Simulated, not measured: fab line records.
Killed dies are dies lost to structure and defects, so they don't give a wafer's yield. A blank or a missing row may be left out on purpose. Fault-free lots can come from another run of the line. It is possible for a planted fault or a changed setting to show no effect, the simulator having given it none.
What tool caused it? | flow sky130 | 14 lots, 42 wafers sampled, at 5 steps of a route of 708

WHAT THE GAUGES READ, wafer by wafer
SKY_VT_ADJUST_PCH_OVL_MEAS_07.
lot  | measured     | on         | VT_ADJUST_PCH_OVL (nm)
L930 | day 10 14:28 | overlay-02 | 0.1 0.3 1.4
L932 | day 11 03:25 | overlay-01 | 0.2 0.6 0.8
L933 | day 11 11:55 | overlay-01 | 1.1 2.3 0.4
L935 | day 12 02:25 | overlay-01 | 1.0 0.7 3.2
L937 | day 12 16:12 | overlay-01 | 0.6 0.7 0.7
L939 | day 13 05:43 | overlay-01 | -1.6 -1.2 -0.7
L940 | day 13 09:50 | overlay-01 | -1.6 -1.2 -2.8
L941 | day 13 16:31 | overlay-02 | 0.8 -2.0 0.7
L942 | day 14 04:07 | overlay-02 | -1.2 -0.6 -1.6
L944 | day 15 00:43 | overlay-02 | 2.4 1.4 2.4
L945 | day 15 04:15 | overlay-01 | 1.6 2.6 1.0
L946 | day 15 17:04 | overlay-01 | 2.4 2.1 2.6
L952 | day 17 12:38 | overlay-02 | 1.7 -0.6 1.5
L953 | day 17 23:37 | overlay-01 | 0.4 1.0 1.9

SKY_LDD_P_CD_MEAS_07: the cd target is 380 nm.
lot  | measured     | on       | cdNm (nm)
L930 | day 19 03:47 | cdSem-01 | 381.3 379.8 383.6
L932 | day 19 20:17 | cdSem-01 | 377.9 377.8 378.7
L933 | day 20 09:52 | cdSem-02 | 381.0 378.9 379.5
L935 | day 21 01:04 | cdSem-01 | 380.5 382.2 384.9
L937 | day 21 17:49 | cdSem-01 | 382.4 381.0 382.4
L939 | day 22 14:20 | cdSem-01 | 379.1 379.1 376.5
L940 | day 22 17:48 | cdSem-01 | 381.3 383.7 383.5
L941 | day 23 02:32 | cdSem-01 | 379.7 379.7 376.6
L942 | day 23 09:01 | cdSem-02 | 378.7 378.0 379.0
L944 | day 24 11:49 | cdSem-02 | 350.0 346.6 349.1
L945 | day 24 16:50 | cdSem-02 | 375.8 379.4 379.9
L946 | day 25 05:07 | cdSem-02 | 348.6 346.6 348.5
L952 | day 27 01:36 | cdSem-01 | 377.3 379.5 377.9
L953 | day 27 12:23 | cdSem-01 | 379.8 378.4 377.2

SKY_LDD_LDN_OVL_MEAS_07.
lot  | measured     | on         | LDD_LDN_OVL (nm)
L930 | day 23 00:35 | overlay-01 | -0.4 -1.7 -0.6
L932 | day 23 16:10 | overlay-01 | -0.8 -1.4 -0.3
L933 | day 24 06:46 | overlay-02 | 1.9 1.2 0.6
L935 | day 24 21:07 | overlay-02 | 0.0 0.3 0.6
L937 | day 25 12:04 | overlay-01 | -0.6 -0.6 0.3
L939 | day 26 07:46 | overlay-01 | 1.0 -0.6 0.9
L940 | day 26 11:02 | overlay-02 | 1.4 -0.5 -0.9
L941 | day 26 20:10 | overlay-02 | 1.8 1.2 -0.3
L942 | day 27 03:10 | overlay-02 | -1.8 1.1 -1.3
L944 | day 28 03:46 | overlay-02 | -0.2 -1.6 -0.7
L945 | day 28 08:37 | overlay-01 | -2.3 -1.0 -1.5
L946 | day 28 19:19 | overlay-01 | 2.1 1.2 -0.2
L952 | day 30 12:11 | overlay-01 | -0.4 -0.7 0.9
L953 | day 30 23:13 | overlay-02 | -1.0 1.3 -0.9

WHAT TOOL EACH LOT RAN ON (gives the tool, then ch and the chambers of the sampled wafers, and finally the start)
lot  | SKY_VT_ADJUST_HVTR_STRIP_10         | SKY_LDD_P_DEVELOP_06
L930 | plasmaAsher-04 ch 0,1, day 9 16:58  | lithoTrack-03 ch 0, day 19 03:38
L932 | plasmaAsher-02 ch 0,1, day 10 07:06 | lithoTrack-03 ch 0, day 19 20:08
L933 | plasmaAsher-04 ch 0,1, day 10 14:46 | lithoTrack-01 ch 0, day 20 09:43
L935 | plasmaAsher-02 ch 0,1, day 11 03:33 | lithoTrack-03 ch 0, day 21 00:55
L937 | plasmaAsher-02 ch 0,1, day 11 15:55 | lithoTrack-03 ch 0, day 21 17:40
L939 | plasmaAsher-03 ch 0,1, day 12 05:10 | lithoTrack-01 ch 0, day 22 14:11
L940 | plasmaAsher-04 ch 0,1, day 12 08:59 | lithoTrack-03 ch 0, day 22 17:40
L941 | plasmaAsher-02 ch 0,1, day 12 15:37 | lithoTrack-01 ch 0, day 23 02:23
L942 | plasmaAsher-03 ch 0,1, day 13 02:30 | lithoTrack-01 ch 0, day 23 08:52
L944 | plasmaAsher-03 ch 0,1, day 13 22:16 | lithoTrack-01 ch 0, day 24 11:40
L945 | plasmaAsher-04 ch 0,1, day 14 02:06 | lithoTrack-02 ch 0, day 24 16:41
L946 | plasmaAsher-04 ch 0,1, day 14 13:45 | lithoTrack-01 ch 0, day 25 04:55
L952 | plasmaAsher-04 ch 0,1, day 16 07:58 | lithoTrack-03 ch 0, day 27 01:28
L953 | plasmaAsher-02 ch 0,1, day 16 18:52 | lithoTrack-03 ch 0, day 27 12:14
- SKY_VT_ADJUST_HVTR_STRIP_10: strips in O2/N2.
- SKY_LDD_P_DEVELOP_06: develop time 60 s.

AS READ BY THE TOOLS THEMSELVES (means over the sampled wafers that have a number; for cases with no such wafer, the mark the record gives instead)
SKY_VT_ADJUST_HVTR_STRIP_10.
lot  | tool           | drypumpMotorCurrentA (A) | oesProductAu (a.u.) | stripTimeToEndpointS (s)
L930 | plasmaAsher-04 | 5.7                      | 0.717               | 14.20
L932 | plasmaAsher-02 | 6.1                      | 0.714               | 14.26
L933 | plasmaAsher-04 | 5.8                      | 0.715               | 14.24
L935 | plasmaAsher-02 | 6.5                      | 0.713               | 14.20
L937 | plasmaAsher-02 | 6.1                      | 0.713               | 14.23
L939 | plasmaAsher-03 | 5.7                      | 0.718               | 14.15
L940 | plasmaAsher-04 | 5.6                      | 0.714               | 14.20
L941 | plasmaAsher-02 | 6.1                      | 0.712               | 14.17
L942 | plasmaAsher-03 | 5.7                      | 0.713               | 14.22
L944 | plasmaAsher-03 | 5.7                      | 0.715               | 14.20
L945 | plasmaAsher-04 | 5.6                      | 0.716               | 14.17
L946 | plasmaAsher-04 | 5.8                      | 0.716               | 14.14
L952 | plasmaAsher-04 | 5.8                      | 0.715               | 14.13
L953 | plasmaAsher-02 | 6.5                      | 0.720               | 14.18

SKY_LDD_P_DEVELOP_06.
lot  | tool          | developerTempC (C)
L930 | lithoTrack-03 | 23.10
L932 | lithoTrack-03 | 23.01
L933 | lithoTrack-01 | 22.95
L935 | lithoTrack-03 | 23.19
L937 | lithoTrack-03 | 22.99
L939 | lithoTrack-01 | 22.91
L940 | lithoTrack-03 | 23.11
L941 | lithoTrack-01 | 23.12
L942 | lithoTrack-01 | 23.07
L944 | lithoTrack-01 | 22.84
L945 | lithoTrack-02 | 23.10
L946 | lithoTrack-01 | 23.04
L952 | lithoTrack-03 | 22.96
L953 | lithoTrack-03 | 23.07

THE ANSWER, worked out from the rows above alone
Rule: the usual values come from the lots themselves. Put in order of their means at a reading, lots are off if they are a third of the lots or fewer, leave a main group of 4 or more, and stand apart from it by a gap of 3 or more times the standard deviation of the main group's means; of several such gaps the widest counts. A main group is skipped when, at the precision printed for the reading in the tables above, its means are all equal. Also off: a lot with no number at a reading for which 4 or more lots have one. All remaining lots with rows at the step are treated as sound. The gauges are gone through in route order, then the tools' own readings, and for those a lot's mean is taken as printed above. The first step at which some lot is off is used, and at that step the reading that is off furthest; a lot without a number counts as furthest.
Off: L944, L946 (SKY_LDD_P_CD_MEAS_07, cdNm). Main group: mean 379.8 nm, sd 1.8.
A tool fits if, at a process step before that reading, it ran every lot that is off, and no sound lot after the first of them. The gauges at SKY_LDD_P_CD_MEAS_07 are tried like those tools. One fits: SKY_LDD_P_DEVELOP_06 on lithoTrack-01. A fault onset in the window from L942 (day 23 08:52, its last sound lot) to L944 (day 24 11:40, its first lot off) fits.

WHAT HAD BEEN PUT IN BY THE SIMULATOR
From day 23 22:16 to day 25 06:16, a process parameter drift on lithoTrack-01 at SKY_LDD_P_DEVELOP_06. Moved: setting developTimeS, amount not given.
Shown lots that were struck: L944, L946. The rule above reached the same finding.
